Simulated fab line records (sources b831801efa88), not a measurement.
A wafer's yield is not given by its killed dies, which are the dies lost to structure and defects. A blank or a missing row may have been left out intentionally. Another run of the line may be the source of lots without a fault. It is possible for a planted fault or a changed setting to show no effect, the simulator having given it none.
Comparing a struck lot with a sound one :: flow sky130 :: 15 out of 708 route steps
Sound: these wafers, L385.1, L385.5, L385.6. Struck: wafers L393.1, L393.3, L393.6. The cause is named last.
For every step that has rows: the tool of each side, followed by ch and its chambers, followed by its first start. Under that, the readings that differ: sound wafers :: struck wafers :: difference of the means :: sigmas: that difference in standard deviations of wafers without a fault.
alike: same words and numbers on both sides, and readings whose means sit less than 2 such deviations apart. not compared: any withheld reading, any reading some wafer has no value for, any bound like >300 that may hide the same value, and any number with overlapping values for which the record gives no deviation.
A row with sigmas, a row that says differs or no value, or rows on one side alone: a step with any of these is where the two part. When numbers do not overlap yet have no deviation, they are printed without sigmas and do not part them. Lack of a reading on every wafer of one side parts them only where that side has two or more wafers.

first, 1 step without rows for these wafers: SKY_VIA1_ETCH_14 (etches BARC in N2/H2, stops on SiO2, time 45.9 s, target depth 60 nm).
SKY_VIA1_ETCH_15: etches SiO2 in C4F8/O2/Ar, stops on TiN, target depth 351 nm, time 54 s.
  sound on rie diel-02 ch 0,1,2, day 36 06:25; struck on rie diel-04 ch 0,2,3, day 38 15:45
  alike: oes product au, rf fwd power W
  not compared: rf hours counter h
SKY_VIA1_STRIP_16: strips in O2/N2.
  sound on plasma asher-01 ch 0,1, day 36 06:28; struck on plasma asher-03 ch 1, day 38 15:48
  alike: drypump motor current A, oes product au, strip time to endpoint s
  not compared: rf hours counter h
then, 3 steps without rows for these wafers: SKY_VIA1_STRIP_17 (strips in post etch residue remover, time 1200 s); SKY_VIA1_CLEAN_18 (cleans in IPA, time 180 s); SKY_VIA1_CLEAN_19 (cleans in O3/DIW).
SKY_VIA1_SPUTTER_20: material TiN, target thk 20 nm, time 80 s.
  sound: pvd sputter-04 at day 36 07:04; struck: pvd sputter-01 at day 38 16:23
  alike: throttle valve pct
then, 1 step without rows for these wafers: SKY_VIA1_CVD_21 (deposits W, target thk 270 nm, time 80.902 s).
SKY_VIA1_RS_MEAS_22: a four-point-probe measurement.
  sound: film metro-03 at day 36 07:13; struck: film metro-02 at day 38 16:33
reading: VIA1_W_RS (ohm/sq)
sound: 0.442 0.426 0.436
struck: 0.418 0.423 0.427
difference: -0.012
sigmas: -2
SKY_VIA1_THK_MEAS_23: measures by xrf.
  sound: film metro-03 at day 36 07:20; struck: film metro-02 at day 38 16:40
reading: VIA1_W_THK (nm)
sound: 260 273 265
struck: 284 283 280
difference: +16
sigmas: +4
SKY_VIA1_CMP_24: polishes, stops on SiO2, t overpolish 15 s, target thk 0 nm.
  sound on cmp-02 ch 0,3, day 36 07:24; struck on cmp-01 ch 0,3, day 38 16:44
reading: retaining ring pressure frac
sound: 0.990 0.984 0.995
struck: 1.006 0.997 1.002
difference: +0.012
sigmas: +2
  alike: motor current A, overpolish run s, time to endpoint s
SKY_METAL2_SPUTTER_00: material Ti, target thk 15 nm, time 10 s.
  sound: pvd sputter-03 at day 36 07:42; struck: pvd sputter-03 at day 38 17:02
  alike: throttle valve pct
SKY_METAL2_SPUTTER_01: material TiN, target thk 20 nm, time 16.7 s.
  sound: pvd sputter-03 at day 36 07:43; struck: pvd sputter-03 at day 38 17:03
reading: model.TiN_of_METAL2_SPUTTER_01.thk nm (nm)
sound: 20.14 20.14 19.5
struck: 12.58 12.24 11.76
difference: -7.73
sigmas: 
  alike: throttle valve pct
then, 1 step without rows for these wafers: SKY_METAL2_SPUTTER_02 (material AlCu, target thk 250 nm, time 13.3 s).
-- the record jumps here: 11 days lie between the struck wafers' starts before and after (it left off in module METAL2 and takes up again in module PAD_OPEN, whose first step shown is number 708 of the route) --
SKY_PAD_OPEN_PROBE_99:
  sound: prober-01 at day 47 14:14; struck: prober-02 at day 49 07:14
  alike: defect limited yield, killed_at_M0_to_M3, killed_at_M4_up, killed at contacts, killed at front end, killed at other, killed dies, killed on rim, killed open, killed short, sort_bin_3_pad_short, sort_bin_5_function, sort_bin_6_memory, sort n pass, sort yield pct

== WHERE THEY PART ==
First at SKY_VIA1_RS_MEAS_22; last, within this record, at SKY_VIA1_CMP_24. Later steps at which nothing parts them and some readings are alike: SKY_METAL2_SPUTTER_00, SKY_METAL2_SPUTTER_01, SKY_PAD_OPEN_PROBE_99.

WHY: what had been put in by the simulator
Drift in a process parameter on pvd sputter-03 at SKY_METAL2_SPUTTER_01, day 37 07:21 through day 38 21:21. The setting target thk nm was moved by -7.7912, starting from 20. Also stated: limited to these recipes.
